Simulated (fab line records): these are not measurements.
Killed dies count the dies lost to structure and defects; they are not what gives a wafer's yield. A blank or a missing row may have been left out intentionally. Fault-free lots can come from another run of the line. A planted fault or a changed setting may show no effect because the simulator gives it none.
Which tool did it? :: flow gf180mcu :: 11 lots, 33 wafers sampled, at 3 steps of a route of 602

== WHAT EACH GAUGE READ, for each wafer ==
GF_PASSIVATION_THK_MEAS_03.
lot: L682
measured: day 28 19:51
on: film-metro-01
PASSIVATION_CVD_02_THK (nm): 696 708 699

lot: L684
measured: day 29 05:00
on: film-metro-02
PASSIVATION_CVD_02_THK (nm): 696 707 707

lot: L685
measured: day 29 17:38
on: film-metro-03
PASSIVATION_CVD_02_THK (nm): 702 714 713

lot: L686
measured: day 30 01:12
on: film-metro-01
PASSIVATION_CVD_02_THK (nm): 690 690 694

lot: L688
measured: day 30 09:31
on: film-metro-02
PASSIVATION_CVD_02_THK (nm): 692 704 709

lot: L690
measured: day 30 12:10
on: film-metro-03
PASSIVATION_CVD_02_THK (nm): 692 710 720

lot: L699
measured: day 33 05:10
on: film-metro-02
PASSIVATION_CVD_02_THK (nm): 597 712 603

lot: L700
measured: day 33 13:42
on: film-metro-02
PASSIVATION_CVD_02_THK (nm): 690 696 718

lot: L701
measured: day 33 22:07
on: film-metro-02
PASSIVATION_CVD_02_THK (nm): 703 715 716

lot: L703
measured: day 34 06:57
on: film-metro-01
PASSIVATION_CVD_02_THK (nm): 696 700 720

lot: L704
measured: day 34 13:17
on: film-metro-01
PASSIVATION_CVD_02_THK (nm): 690 684 700

== EACH LOT AND THE TOOL THAT RAN IT (in order: tool; ch and the chambers of the sampled wafers; start) ==
lot: L682
GF_TOP_METAL_SPUTTER_02: pvd-sputter-01, day 27 13:31
GF_PASSIVATION_CVD_02: pecvd-04 ch 0,1, day 28 19:32

lot: L684
GF_TOP_METAL_SPUTTER_02: pvd-sputter-03, day 28 16:46
GF_PASSIVATION_CVD_02: pecvd-03 ch 1,2, day 29 04:43

lot: L685
GF_TOP_METAL_SPUTTER_02: pvd-sputter-03, day 28 23:29
GF_PASSIVATION_CVD_02: pecvd-02 ch 1,2, day 29 17:20

lot: L686
GF_TOP_METAL_SPUTTER_02: pvd-sputter-04, day 29 04:52
GF_PASSIVATION_CVD_02: pecvd-04 ch 0,1,2, day 30 00:55

lot: L688
GF_TOP_METAL_SPUTTER_02: pvd-sputter-03, day 29 13:26
GF_PASSIVATION_CVD_02: pecvd-03 ch 0,1, day 30 09:13

lot: L690
GF_TOP_METAL_SPUTTER_02: pvd-sputter-04, day 29 14:25
GF_PASSIVATION_CVD_02: pecvd-04 ch 0,1,2, day 30 11:52

lot: L699
GF_TOP_METAL_SPUTTER_02: pvd-sputter-03, day 32 11:30
GF_PASSIVATION_CVD_02: pecvd-03 ch 1,2, day 33 04:53

lot: L700
GF_TOP_METAL_SPUTTER_02: pvd-sputter-04, day 32 20:59
GF_PASSIVATION_CVD_02: pecvd-02 ch 0,1, day 33 13:24

lot: L701
GF_TOP_METAL_SPUTTER_02: pvd-sputter-04, day 33 04:51
GF_PASSIVATION_CVD_02: pecvd-04 ch 0,1, day 33 21:50

lot: L703
GF_TOP_METAL_SPUTTER_02: pvd-sputter-01, day 33 15:16
GF_PASSIVATION_CVD_02: pecvd-04 ch 0,1,2, day 34 06:39

lot: L704
GF_TOP_METAL_SPUTTER_02: pvd-sputter-01, day 33 21:09
GF_PASSIVATION_CVD_02: pecvd-02 ch 0,2, day 34 13:00
- GF_TOP_METAL_SPUTTER_02: material AlCu, target thk 900 nm, time 47.82 s.
- GF_PASSIVATION_CVD_02: deposits Si3N4, target thk 700 nm, time 486.18 s.

== THE ANSWER, worked out from the rows above alone ==
Rule: the lots themselves supply what counts as usual. The widest of any qualifying gaps counts: lots, ordered by their means at a reading, are off when they make up no more than a third of the lots, leave a main group of 4 or more, and stand apart from it by 3 or more times the standard deviation of that group's means. A main group is skipped when, at the precision printed for the reading in the tables above, its means are all equal. Also off: a lot with no number at a reading for which 4 or more lots have one. The other lots that the step has rows for count as sound.
Off: at GF_PASSIVATION_THK_MEAS_03 (PASSIVATION_CVD_02_THK), L699. The main group has a mean of 702 nm with a standard deviation of 6.4.
A tool fits if, at a process step before that reading, it ran every lot that is off, and no sound lot after the first of them. Those tools and the gauges at GF_PASSIVATION_THK_MEAS_03 are tried in the same way. Undecided on this evidence; 2 tools fit (pvd-sputter-03 at GF_TOP_METAL_SPUTTER_02, pecvd-03 at GF_PASSIVATION_CVD_02).

== WHAT THE SIMULATOR HAD INSERTED ==
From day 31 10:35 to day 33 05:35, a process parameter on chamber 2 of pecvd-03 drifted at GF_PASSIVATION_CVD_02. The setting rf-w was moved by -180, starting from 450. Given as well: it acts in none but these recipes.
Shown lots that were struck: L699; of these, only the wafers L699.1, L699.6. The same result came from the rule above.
